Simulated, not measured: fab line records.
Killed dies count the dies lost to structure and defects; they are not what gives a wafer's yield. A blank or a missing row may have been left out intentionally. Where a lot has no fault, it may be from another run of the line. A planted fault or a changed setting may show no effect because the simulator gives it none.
Split-lot experiment    flow sky130    on a route of 708 steps: 5 lots, 23 wafers read

## SPLIT DETAILS
At SKY_NWELL_IMPLANT_13, the setting energy-kev was moved away from the recipe's 50 on 8 of the 23 wafers read, by -4.8% to +4.6%. The other wafers ran this setting at the recipe's value.

The split's own step is where the reading is taken.

## THE READING
implant.drp-nm (the simulator's own value, which no gauge read), in nm, at SKY_NWELL_IMPLANT_13. The file gives no usual value for it.

wafer   tool, chamber at the split  energy-kev as run  against the recipe  implant.drp-nm, nm  against lot-mates on the recipe
L074.1  implanter-04, 0             47.62              -4.8%               24.52               -1.03
L074.2  implanter-04, 0             47.62              -4.8%               24.52               -1.03
L074.5  implanter-04, 0             47.62              -4.8%               24.52               -1.03
L074.3  implanter-04, 0             50                 recipe              25.55               -
L074.4  implanter-04, 0             50                 recipe              25.55               -
L076.1  implanter-02, 0             50                 recipe              25.55               -
L076.2  implanter-02, 0             50                 recipe              25.55               -
L076.3  implanter-02, 0             50                 recipe              25.55               -
L076.5  implanter-02, 0             50                 recipe              25.55               -
L076.6  implanter-02, 0             50                 recipe              25.55               -
L079.1  implanter-04, 0             50                 recipe              25.55               -
L079.3  implanter-04, 0             50                 recipe              25.55               -
L079.5  implanter-04, 0             50                 recipe              25.55               -
L082.1  implanter-02, 0             52.24              +4.5%               26.5                +0.95
L082.4  implanter-02, 0             52.24              +4.5%               26.5                +0.95
L082.2  implanter-02, 0             50                 recipe              25.55               -
L082.5  implanter-02, 0             50                 recipe              25.55               -
L082.6  implanter-02, 0             50                 recipe              25.55               -
L084.1  implanter-04, 0             50                 recipe              25.55               -
L084.6  implanter-04, 0             50                 recipe              25.55               -
L084.2  implanter-04, 0             52.3               +4.6%               26.53               +0.98
L084.4  implanter-04, 0             52.3               +4.6%               26.53               +0.98
L084.5  implanter-04, 0             52.3               +4.6%               26.53               +0.98

THE FIT
A straight line over all 23 wafers: implant.drp-nm changes by +0.214 nm for each +1% of energy-kev; r = +1.00; the points scatter about the line by 0.0044 nm.
The same after taking each lot's own level away (the mean of its wafers on the recipe; 23 wafers): +0.214 nm for each +1%; r = +1.00; scatter 0.0044 nm.
According to that fit, moving energy-kev by its largest amount changes the reading by 1 nm.
The lots' own levels span 25.550 to 25.550 nm.
So the lot-to-lot level changes the slope little: the two slopes agree.
Check: with one of the wafers moved furthest among these (-4.8%) left out of the fit, the line predicts -1.02 nm for it against its lot-mates. It came out at -1.03 nm against them.

## OTHER SPLITS APPLIED TO THESE WAFERS
Before the reading, these wafers also passed through other splits. Each is held against what the fit with the lots' levels taken away leaves over:
other split on the same wafers        wafers away from the commonest value  r with implant.drp-nm (lot level and that fit taken away)
SKY_FIELD_ISO_OXIDATION_01 temp-c     15                                    +0.41
SKY_FIELD_ISO_ETCH_15 time-s          4                                     +0.50
SKY_FIELD_ISO_OXIDATION_22 ox-time-s  10                                    -0.14
SKY_NWELL_OXIDATION_01 temp-c         5                                     -0.14
SKY_PWDE_SOFTBAKE_03 temp-c           7                                     +0.24
SKY_NWELL_COAT_05 spin-rpm            7                                     +0.20

## THE WHOLE CHAIN: every reading that the file lists as answering this split, in the file's order
step                  what it does  reading                                                          change (the file's fit)                r (the file's)
SKY_NWELL_IMPLANT_13                implant.rp-nm (the simulator's own value, which no gauge read)   +0.603 nm for each +1% of the setting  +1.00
SKY_NWELL_IMPLANT_13                implant.drp-nm (the simulator's own value, which no gauge read)  +0.214 nm for each +1% of the setting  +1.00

## FILE'S OWN FIT
implant.drp-nm changes by +0.214 nm for each +1% of energy-kev, r = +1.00.
